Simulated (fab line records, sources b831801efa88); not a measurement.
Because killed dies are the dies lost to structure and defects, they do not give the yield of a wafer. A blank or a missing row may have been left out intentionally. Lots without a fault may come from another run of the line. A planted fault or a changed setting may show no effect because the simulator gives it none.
A struck lot beside a sound one	flow sky130	17 out of 708 route steps
Sound: wafers L336.1, L336.4, L336.5. Struck: wafers L350.3, L350.4, L350.6. The cause is given at the end.
Per side, at each step with rows, come the tool, then ch with its chambers, and then its first start. Under that, the readings that differ: sound wafers	struck wafers	difference of the means	sigmas: that difference in standard deviations of wafers without a fault.
alike: same words and numbers on both sides, and readings whose means sit less than 2 such deviations apart. not compared: any withheld reading, any reading some wafer has no value for, any bound like >300 that may hide the same value, and any number with overlapping values for which the record gives no deviation.
Wherever a step has rows on one side only, a row that says differs or no value, or a row with sigmas, the two part there. When numbers do not overlap yet have no deviation, they are printed without sigmas and do not part them. Lack of a reading on every wafer of one side parts them only where that side has two or more wafers.

SKY_LDD_P_OVL_MEAS_08:
  sound: overlay-01 at day 19 12:56; struck: overlay-02 at day 25 08:14
  alike: LDD_P_OVL
next, for these wafers, 1 step has no rows: SKY_LDD_P_IMPLANT_09.
SKY_LDD_P_STRIP_10: strips in O2/N2.
  sound on plasma_asher-04 ch 1, day 19 13:07; struck on plasma_asher-03 ch 0,1, day 25 08:27
reading	sound	struck	difference	sigmas
drypump_motor_current_A (A)	5.57 5.56 5.54	6.28 6.17 6.19	+0.66	+3
oes_product_au (a.u.)	0.705 0.714 0.713	0.718 0.722 0.726	+0.011	+2
  alike: strip_time_to_endpoint_s
  not compared: rf_hours_counter_h
SKY_LDD_P_TW_MEAS_11:
  sound: film_metro-03 at day 19 13:13; struck: film_metro-01 at day 25 08:32
reading	sound	struck	difference	sigmas
LDD_P_TW	626 629 629	647 642 646	+17	+3
then, 7 steps without rows for these wafers: SKY_LDD_HVN_DEHYDRATE_00 (time 60 s); SKY_LDD_HVN_HMDS_01 (prime time 60 s); SKY_LDD_HVN_COAT_02 (resist thk 300 nm); SKY_LDD_HVN_SOFTBAKE_03 (time 60 s); SKY_LDD_HVN_EXPOSE_04 (exposes mask HVNTM, target cd 700 nm); SKY_LDD_HVN_PEB_05; SKY_LDD_HVN_DEVELOP_06 (develop time 60 s).
SKY_LDD_HVN_OVL_MEAS_07:
  sound: overlay-01 at day 20 18:40; struck: overlay-02 at day 26 13:34
  alike: LDD_HVN_OVL
SKY_LDD_HVN_IMPLANT_08:
  sound on implanter-02 ch 0, day 20 18:41; struck on implanter-04 ch 0, day 26 13:38
reading	sound	struck	difference	sigmas
beam_on_s (s)	10.01 9.99 9.71	13.09 13.70 13.72	+3.60	+19
dose_ions_cm2	3.002e+13 3.004e+13 3.004e+13	3.743e+14 3.7432e+14 3.743e+14	+3.443e+14	+99 or more
end_station_pressure_torr (Torr)	5.66e-06 5.04e-06 4.89e-06	6.42e-06 6.7e-06 6.3e-06	+1.28e-06	+5
faraday_current_uA	168 169 174	1605 1542 1534	+1390	+99 or more
SKY_LDD_HVN_STRIP_09: strips in O2/N2.
  sound on plasma_asher-03 ch 0,1, day 20 18:50; struck on plasma_asher-03 ch 0,1, day 26 13:46
  alike: drypump_motor_current_A, oes_product_au, strip_time_to_endpoint_s
  not compared: rf_hours_counter_h
SKY_LDD_HVN_TW_MEAS_10:
  sound: film_metro-02 at day 20 18:56; struck: film_metro-02 at day 26 13:52
reading	sound	struck	difference	sigmas
LDD_HVN_TW	1449 1455 1459	3140 3132 3125	+1678	+99 or more
then, 1 step without rows for these wafers: SKY_LDD_HVP_DEHYDRATE_00 (time 60 s).
-- here the record skips 24 days between the struck wafers' starts before and after, leaving off in module LDD_HVP and picking up in module PAD_OPEN (first step shown: number 708 of the route) --
SKY_PAD_OPEN_PROBE_99:
  sound: prober-01 at day 45 22:59; struck: prober-02 at day 50 02:59
reading	sound	struck	difference	sigmas
model.etest.tip_n_5v.rs_ohm_sq	1401 1400 1405	201.7 201.9 202.8	-1199.9	
model.etest.nfet_g5v0d10v5.r_on_ohm_um	1944 1950 1927	1437 1419 1442	-508	
model.etest.nfet_16v.r_on_ohm_um	1.42e+04 1.42e+04 1.426e+04	1.369e+04 1.346e+04 1.35e+04	-6.700e+02	
model.etest.nfet_g5v0d10v5.drive_ua_um	588 582.7 583.5	718.7 732.6 729.8	+142.3	
model.etest.nfet_05v0_nvt.drive_ua_um	558.5 559.6 559.9	634.9 646.2 638.9	+80.7	
model.etest.tip_n_5v.rs_ohm_sq_range	28.11 41.69 24.21	3.844 5.2 5.016	-26.650	
model.etest.res_ndiff_hv.rs_ohm_sq	116.4 116.9 116.6	95.49 95.33 95.46	-21.21	
model.etest.ring_5v.delay_ps	45.77 45.16 45.56	41.74 41.09 41.96	-3.90	
  alike: killed_at_M0_to_M3, killed_at_M4_up, killed_at_contacts, killed_at_front_end, killed_at_other, killed_dies, killed_open, killed_short

== WHERE THEY PART ==
Earliest at SKY_LDD_P_STRIP_10; latest, in this record, at SKY_LDD_HVN_TW_MEAS_10. Later steps at which nothing parts them and some readings are alike: SKY_PAD_OPEN_PROBE_99.

WHY: what the simulator had put in
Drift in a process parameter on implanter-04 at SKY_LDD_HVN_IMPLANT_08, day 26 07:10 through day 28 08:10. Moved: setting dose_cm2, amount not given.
